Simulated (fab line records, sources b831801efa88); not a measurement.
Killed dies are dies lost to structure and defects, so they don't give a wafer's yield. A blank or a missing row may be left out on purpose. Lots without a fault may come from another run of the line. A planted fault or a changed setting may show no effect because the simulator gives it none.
Problem report in the 8D (eight disciplines) form, filled by code | flow gf180mcu | the parts of the form that need people (team, actions taken, sign-off) are left out

1. THE PROBLEM
plate_temp_C at GF_PASSIVATION_SOFTBAKE_07 reads a mean of 108.79 C on 6 wafers of 2 lots; wafers without a fault read 109.98 C with a standard deviation of 0.14. That is -8.5 standard deviations from the usual mean.
First seen on wafer L278.3, day 31 07:29, on litho_track-04. The record holds 42 wafers of 14 lots with a number at this step. Rule for "out", or "out of limits": more than 4 standard deviations from the usual mean. The other wafers with a number count as sound.

2. WHAT IT IS AND WHAT IT IS NOT
question                    | is                                 | is not
which readings at this step | plate_temp_C, heater_power_total_W | -
which lots                  | L278, L281                         | L270, L271, L272, L273, L274, L275, L276, L277, L288, L290, L291, L292
which wafers of those lots  | all that have a number             | -
read on which tools         | litho_track-04                     | litho_track-01, litho_track-02
when                        | from day 31 07:29                  | up to then (24 sound wafers); but 12 sound wafers of L288, L290, L291, L292 came after

3. SUSPECTS, AND WHAT RULES EACH OUT
Counting: a tool at a process step up to the reading stays a suspect if it ran every lot that is out and no sound lot after the first of them.
- litho_track-04 at GF_PASSIVATION_SOFTBAKE_07: ruled out as a lasting fault. Sound lots L291 ran on it after its first lot that is out, L278 (day 31 07:29).
Left after counting: nothing in the record.

4. THE CAUSE (what the simulator had put in)
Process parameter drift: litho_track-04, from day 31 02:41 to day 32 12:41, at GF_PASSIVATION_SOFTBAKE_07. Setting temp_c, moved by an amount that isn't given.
Counting ruled it out, wrongly.

5. THE CHAIN OF EFFECTS, in route order
Each row: a reading whose mean over the struck wafers that have a number lies more than 3 standard deviations from the usual. Only readings for which the record gives a usual standard deviation are gone through. hours: the time from each lot's start at the first step in this table that gives one to its start at this step, as a median over the lots. sigmas: the change in usual standard deviations.
hours | step                       | reading              | usual    | on struck wafers | change | sigmas
0     | GF_PASSIVATION_SOFTBAKE_07 | heater_power_total_W | 65.30 W  | 64.28            | -1.02  | -7.9
0     | GF_PASSIVATION_SOFTBAKE_07 | plate_temp_C         | 109.98 C | 108.79           | -1.19  | -8.5
The process steps in it:
- GF_PASSIVATION_SOFTBAKE_07

6. WHAT WOULD HAVE CAUGHT IT SOONER
In this record the first reading out of limits was taken at day 31 07:29, 5 hours after the fault began at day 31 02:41.
